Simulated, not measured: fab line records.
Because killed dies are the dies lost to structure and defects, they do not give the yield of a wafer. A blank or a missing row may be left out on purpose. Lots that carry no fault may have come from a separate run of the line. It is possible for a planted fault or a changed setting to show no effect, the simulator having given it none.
Split-lot experiment    flow sfqLine    23 wafers read from 5 lots, route of 325 steps

== ABOUT THE SPLIT ==
At SFQ_TRILAYER_INCOMING_OXIDATION_002 (target thk 500 nm, ox time 4939 s), the setting tempC was moved away from the recipe's 1000 C on 20 of the 23 wafers read, by -0.9% to +2.9%. For the rest of the wafers, this setting stayed at what the recipe calls for.

Reading taken at the split's own step.

== THE READING ==
SiO2_of_TRILAYER_INCOMING_OXIDATION_002.thkNm (the simulator's own value, which no gauge read), in nm, at SFQ_TRILAYER_INCOMING_OXIDATION_002 (target thk 500 nm, ox time 4939 s). There is no usual value for it anywhere in the file. The 3 wafers here that ran the recipe average 502.0 nm, standard deviation 2.9 nm.

wafer   tool, chamber at the split  tempC as run, C  against the recipe  SiO2_of_TRILAYER_INCOMING_OXIDATION_002.thkNm, nm  against lot-mates on the recipe
L074.3  furnace-01, 0               1000             recipe              499.8                                              -
L074.4  furnace-01, 0               1000             recipe              506.1                                              -
L074.5  furnace-01, 0               1000             recipe              500                                                -
L078.1  -, -                        1018             +1.8%               556.3                                              no lot-mate on the recipe
L078.2  -, -                        1018             +1.8%               547.7                                              no lot-mate on the recipe
L078.4  -, -                        1018             +1.8%               553.6                                              no lot-mate on the recipe
L078.5  -, -                        1018             +1.8%               556.4                                              no lot-mate on the recipe
L078.6  -, -                        1018             +1.8%               548.9                                              no lot-mate on the recipe
L079.1  -, -                        1029             +2.9%               595.2                                              no lot-mate on the recipe
L079.2  -, -                        1029             +2.9%               591.7                                              no lot-mate on the recipe
L079.3  -, -                        1029             +2.9%               599.9                                              no lot-mate on the recipe
L079.4  -, -                        1029             +2.9%               594.4                                              no lot-mate on the recipe
L079.6  -, -                        1029             +2.9%               589                                                no lot-mate on the recipe
L083.1  -, -                        990.6            -0.9%               471.1                                              no lot-mate on the recipe
L083.2  -, -                        990.6            -0.9%               460.4                                              no lot-mate on the recipe
L083.4  -, -                        990.6            -0.9%               463.3                                              no lot-mate on the recipe
L083.5  -, -                        990.6            -0.9%               472                                                no lot-mate on the recipe
L083.6  -, -                        990.6            -0.9%               460.7                                              no lot-mate on the recipe
L084.1  -, -                        1021             +2.1%               554.9                                              no lot-mate on the recipe
L084.2  -, -                        1021             +2.1%               547.7                                              no lot-mate on the recipe
L084.3  -, -                        1021             +2.1%               558.4                                              no lot-mate on the recipe
L084.4  -, -                        1021             +2.1%               551.3                                              no lot-mate on the recipe
L084.5  -, -                        1021             +2.1%               552.6                                              no lot-mate on the recipe

FIT RESULTS
A straight line over all 23 wafers: SiO2_of_TRILAYER_INCOMING_OXIDATION_002.thkNm changes by +31.6 nm for each +1% of tempC; r = +0.99; the points scatter about the line by 7.3 nm.
Too few moved wafers have a lot-mate on the recipe to fit a line with each lot's own level taken away.

== THE FILE'S OWN FIT ==
SiO2_of_TRILAYER_INCOMING_OXIDATION_002.thkNm changes by +31.6 nm for each +1% of tempC, r = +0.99.
